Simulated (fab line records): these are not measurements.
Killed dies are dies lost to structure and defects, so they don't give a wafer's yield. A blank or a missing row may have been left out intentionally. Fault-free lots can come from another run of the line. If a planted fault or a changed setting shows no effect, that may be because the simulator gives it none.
Comparing a struck lot with a sound one | flow sky130 | 34 out of 708 route steps
Sound: wafers L241.2, L241.4, L241.5. Struck: wafer L255.2. (L255.3, L255.4 of the same lot were not struck and are left out.) The cause comes at the end.
At each step with rows: each side's tool, then ch and its chambers, then its first start. Under that, the readings that differ: sound wafers | struck wafers | difference of the means | sigmas: that difference in standard deviations of wafers without a fault.
alike: readings whose means differ by less than 2 such deviations, and words and numbers that are the same on both sides. not compared: withheld readings, readings that some wafer has no value for, bounds like >300 that may hide the same value, and numbers for which the record gives no deviation and whose values overlap.
Wherever a step has rows on one side only, a row that says differs or no value, or a row with sigmas, the two part there. When numbers do not overlap yet have no deviation, they are printed without sigmas and do not part them. Lack of a reading on every wafer of one side parts them only where that side has two or more wafers.

first, 9 steps without rows for these wafers: SKY_VIA1_CMP_02 (polishes SiO2); SKY_VIA1_DEHYDRATE_04 (time 60 s); SKY_VIA1_HMDS_05 (prime time 60 s); SKY_VIA1_COAT_06 (resist thk 60 nm); SKY_VIA1_COAT_07 (resist thk 450 nm); SKY_VIA1_SOFTBAKE_08 (time 90 s); SKY_VIA1_EXPOSE_09 (exposes mask VIM, target cd 150 nm); SKY_VIA1_PEB_10; SKY_VIA1_DEVELOP_11 (develop time 60 s).
SKY_VIA1_ETCH_14: etches BARC in N2/H2, stops on SiO2, time 45.9 s, target depth 60 nm.
  sound on rie diel-04 ch 0,1,2, day 32 01:49; struck on rie diel-04 ch 0, day 36 01:50
  alike: drypump motor current A, oes product au, throttle valve pct
  not compared: rf hours counter h
then, 23 steps without rows for these wafers: SKY_VIA1_ETCH_15 (etches SiO2 in C4F8/O2/Ar, stops on TiN, target depth 351 nm, time 54 s); SKY_VIA1_STRIP_16 (strips in O2/N2); SKY_VIA1_STRIP_17 (strips in post etch residue remover, time 1200 s); SKY_VIA1_CLEAN_18 (cleans in IPA, time 180 s); SKY_VIA1_CLEAN_19 (cleans in O3/DIW); SKY_VIA1_SPUTTER_20 (material TiN, target thk 20 nm, time 80 s); SKY_VIA1_CVD_21 (deposits W, target thk 270 nm, time 80.902 s); SKY_VIA1_CMP_24 (polishes, stops on SiO2, t overpolish 15 s, target thk 0 nm); SKY_METAL2_SPUTTER_00 (material Ti, target thk 15 nm, time 10 s); SKY_METAL2_SPUTTER_01 (material TiN, target thk 20 nm, time 16.7 s); SKY_METAL2_SPUTTER_02 (material AlCu, target thk 250 nm, time 13.3 s); SKY_METAL2_SPUTTER_03 (material Ti, target thk 5 nm, time 3.3 s); SKY_METAL2_SPUTTER_04 (material TiN, target thk 70 nm, time 58.3 s); SKY_METAL2_DEHYDRATE_07 (time 60 s); SKY_METAL2_HMDS_08 (prime time 60 s); SKY_METAL2_COAT_09 (resist thk 60 nm); SKY_METAL2_COAT_10 (resist thk 450 nm); SKY_METAL2_SOFTBAKE_11 (time 90 s); SKY_METAL2_EXPOSE_12 (exposes mask MM2, target cd 140 nm); SKY_METAL2_PEB_13; SKY_METAL2_DEVELOP_14 (develop time 60 s); SKY_METAL2_DESCUM_17 (chemistry O2, time 8 s); SKY_METAL2_ETCH_18 (etches BARC in N2/H2, stops on SiO2, time 45.9 s, target depth 60 nm).
-- the record jumps here: 11 days lie between the struck wafers' starts before and after (it left off in module METAL2 and takes up again in module PAD_OPEN, whose first step shown is number 708 of the route) --
SKY_PAD_OPEN_PROBE_99:
  sound: prober-01 at day 44 10:04; struck: prober-01 at day 47 09:31
  reading                               | sound              | struck | difference | sigmas
  defect limited yield (%)              | 80.1 82.5 79.5     | 71.5   | -9.2       | -5
  killed_at_M0_to_M3                    | 53 38 42           | 94     | +50        | +7
  killed dies                           | 98 86 101          | 140    | +45        | +5
  sort_bin_3_pad_short (%)              | 0.6 0.8 1.8        | 2.8    | +1.7       | +4
  sort_bin_5_function (%)               | 11.6 10.6 12.6     | 19.9   | +8.3       | +6
  sort n pass                           | 394 406 391        | 352    | -45        | -5
  sort yield pct (%)                    | 80.1 82.5 79.5     | 71.5   | -9.2       | -5
  model.etest.tester.sort n pass        | 394 406 391        | 352    | -45        |
  model.etest.tester.sort yield pct (%) | 80.08 82.52 79.47  | 71.54  | -9.15      |
  model.etest.tester.sort_bin_5_pct (%) | 11.59 10.57 12.6   | 19.92  | +8.33      |
  model.etest.tester.sort_bin_3_pct (%) | 0.6098 0.813 1.829 | 2.846  | +1.762     |
  alike: killed_at_M4_up, killed at contacts, killed at front end, killed at other, killed open, killed short, sort_bin_6_memory

## WHERE THEY PART
SKY_PAD_OPEN_PROBE_99 only, going by this record.

WHY: what the simulator had put in
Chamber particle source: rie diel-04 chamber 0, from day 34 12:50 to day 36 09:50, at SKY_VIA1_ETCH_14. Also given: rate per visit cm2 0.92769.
